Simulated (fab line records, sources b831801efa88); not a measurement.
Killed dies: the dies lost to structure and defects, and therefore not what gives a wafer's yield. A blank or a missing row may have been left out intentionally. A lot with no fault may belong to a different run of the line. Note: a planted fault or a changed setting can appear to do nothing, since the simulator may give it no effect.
Which tool is to blame?    flow sky130    12 lots, 36 wafers sampled, at 4 steps of a route of 708

WHAT EACH GAUGE READ, for each wafer
SKY_POLY_GATE_THK_MEAS_04.
lot   measured      on            POLY_GATE_CVD_03_THK (nm)
L671  day 15 15:44  filmMetro-02  73.5 73.9 73.7
L673  day 16 08:08  filmMetro-02  75.9 76.1 76.5
L674  day 16 19:52  filmMetro-04  74.0 74.3 74.8
L676  day 17 09:08  filmMetro-03  75.9 75.4 75.0
L681  day 19 01:39  filmMetro-04  74.9 75.2 74.6
L683  day 20 07:15  filmMetro-02  74.7 74.8 75.6
L684  day 20 11:53  filmMetro-04  74.1 74.1 74.5
L686  day 21 11:32  filmMetro-04  73.2 73.7 73.5
L688  day 21 20:49  filmMetro-03  74.1 73.9 74.1
L691  day 23 00:58  filmMetro-04  74.8 74.5 74.7
L693  day 23 09:56  filmMetro-02  74.1 74.0 73.3
L692  day 23 12:20  filmMetro-04  74.6 74.7 74.3

SKY_POLY_GATE_CD_MEAS_13 targets a cd of 150 nm.
lot   measured      on        cdNm (nm)
L671  day 16 19:25  cdSem-01  150.4 150.5 150.4
L673  day 17 12:41  cdSem-01  150.7 148.7 148.5
L674  day 18 00:59  cdSem-02  152.2 149.1 150.7
L676  day 18 15:38  cdSem-01  150.0 148.2 148.4
L681  day 20 08:12  cdSem-01  151.4 151.9 152.0
L683  day 21 13:30  cdSem-02  150.7 152.7 150.1
L684  day 21 18:15  cdSem-02  151.1 150.0 149.9
L686  day 22 17:37  cdSem-01  146.6 146.7 146.6
L688  day 23 02:46  cdSem-01  150.1 148.0 149.1
L691  day 24 06:17  cdSem-01  148.8 148.6 149.6
L693  day 24 16:07  cdSem-01  152.4 152.1 152.2
L692  day 24 18:51  cdSem-01  149.4 148.9 149.5

WHAT TOOL EACH LOT RAN ON (gives the tool, then ch and the chambers of the sampled wafers, and finally the start)
lot   SKY_SONOS_ONO_STRIP_17               SKY_GATE_OXIDE_OXIDATION_16
L671  plasmaAsher-03 ch 1, day 13 04:52    furnace-01 ch 0, day 14 08:58
L673  plasmaAsher-04 ch 0,1, day 13 19:01  furnace-01 ch 0, day 14 23:55
L674  plasmaAsher-04 ch 1, day 14 06:52    furnace-01 ch 0, day 15 11:27
L676  plasmaAsher-01 ch 0,1, day 14 18:19  furnace-01 ch 0, day 16 00:03
L681  plasmaAsher-03 ch 0,1, day 16 06:24  furnace-01 ch 0, day 17 14:41
L683  plasmaAsher-03 ch 0,1, day 17 09:03  furnace-01 ch 0, day 18 19:50
L684  plasmaAsher-03 ch 0,1, day 17 14:43  furnace-01 ch 0, day 19 01:23
L686  plasmaAsher-04 ch 0,1, day 18 09:04  furnace-02 ch 0, day 19 23:31
L688  plasmaAsher-01 ch 0,1, day 18 23:46  furnace-02 ch 0, day 20 10:11
L691  plasmaAsher-01 ch 0,1, day 20 04:27  furnace-01 ch 0, day 21 14:15
L693  plasmaAsher-03 ch 0,1, day 20 13:58  furnace-01 ch 0, day 21 22:30
L692  plasmaAsher-01 ch 0,1, day 20 14:01  furnace-01 ch 0, day 22 00:02
- SKY_SONOS_ONO_STRIP_17: strips in O2/N2.
- SKY_GATE_OXIDE_OXIDATION_16: stabilise 600 s, purge 300 s, target thk 3.57 nm.

WHAT THE TOOLS THEMSELVES READ (means of the sampled wafers that have a number; where no wafer has one, the mark that the record gives instead)
SKY_SONOS_ONO_STRIP_17.
lot   tool            drypumpMotorCurrentA (A)  n2FlowSccm (sccm)  oesProductAu (a.u.)  stripTimeToEndpointS (s)
L671  plasmaAsher-03  5.3                       299.9              0.708                14.09
L673  plasmaAsher-04  6.0                       299.5              0.712                14.00
L674  plasmaAsher-04  6.1                       299.8              0.714                14.12
L676  plasmaAsher-01  6.1                       300.1              0.711                14.06
L681  plasmaAsher-03  5.5                       299.2              0.708                14.06
L683  plasmaAsher-03  5.5                       300.0              0.713                14.06
L684  plasmaAsher-03  5.5                       300.0              0.708                14.09
L686  plasmaAsher-04  6.0                       299.0              0.712                14.05
L688  plasmaAsher-01  6.4                       299.6              0.707                14.15
L691  plasmaAsher-01  6.4                       299.6              0.708                14.08
L693  plasmaAsher-03  5.4                       299.2              0.708                14.07
L692  plasmaAsher-01  6.1                       299.6              0.705                14.13

SKY_GATE_OXIDE_OXIDATION_16.
lot   tool        spikeTcBottomC (C)  spikeTcCentreC (C)  spikeTcLowerC (C)  spikeTcTopC (C)  spikeTcUpperC (C)  tubeCenterTempC (C)  tube_center_temp_C_max
L671  furnace-01  820.8               800.5               801.4              815.8            798.3              800                  802.2
L673  furnace-01  820.7               800.9               800.5              815.3            799.5              800                  801.7
L674  furnace-01  821.9               799.8               802.2              814.6            799.5              800                  802.3
L676  furnace-01  821.8               799.7               801.3              815.1            798.5              800                  801.8
L681  furnace-01  820.8               799.3               801.6              814.3            799.3              800                  801.7
L683  furnace-01  808.9               788.0               789.2              801.7            786.4              788                  789.9
L684  furnace-01  809.5               787.5               789.6              803.7            785.5              788                  789.9
L686  furnace-02  823.5               800.4               801.1              819.4            800.9              800                  802.1
L688  furnace-02  822.1               801.1               800.2              817.9            800.8              800                  802.4
L691  furnace-01  821.1               800.5               801.3              815.4            798.7              800                  802.5
L693  furnace-01  821.9               799.6               801.2              814.6            798.2              800                  802.2
L692  furnace-01  820.9               800.3               801.7              815.3            797.7              800                  802.3

THE ANSWER, worked out from the rows above alone
Rule: usual is defined by the lots themselves. Put in order of their means at a reading, lots are off if they are a third of the lots or fewer, leave a main group of 4 or more, and stand apart from it by a gap of 3 or more times the standard deviation of the main group's means; of several such gaps the widest counts. The tables above print the reading to a certain number of digits; a main group whose means all agree to those digits is not used. Also off: a lot with no number at a reading for which 4 or more lots have one. Any other lot the step has rows for is counted as sound. The gauges are gone through in route order, then the tools' own readings, and for those a lot's mean is taken as printed above. At the first step where some lot is off, the reading lying furthest off is the one used; lots without a number count as furthest.
Off at SKY_GATE_OXIDE_OXIDATION_16 (tube_center_temp_C_max): L683, L684. For the main group the mean is 802.1 and the standard deviation 0.27.
A tool fits if, at that step or a process step before it, it ran every lot that is off, and no sound lot after the first of them. Of those tried, none fits.

WHAT THE SIMULATOR HAD INSERTED
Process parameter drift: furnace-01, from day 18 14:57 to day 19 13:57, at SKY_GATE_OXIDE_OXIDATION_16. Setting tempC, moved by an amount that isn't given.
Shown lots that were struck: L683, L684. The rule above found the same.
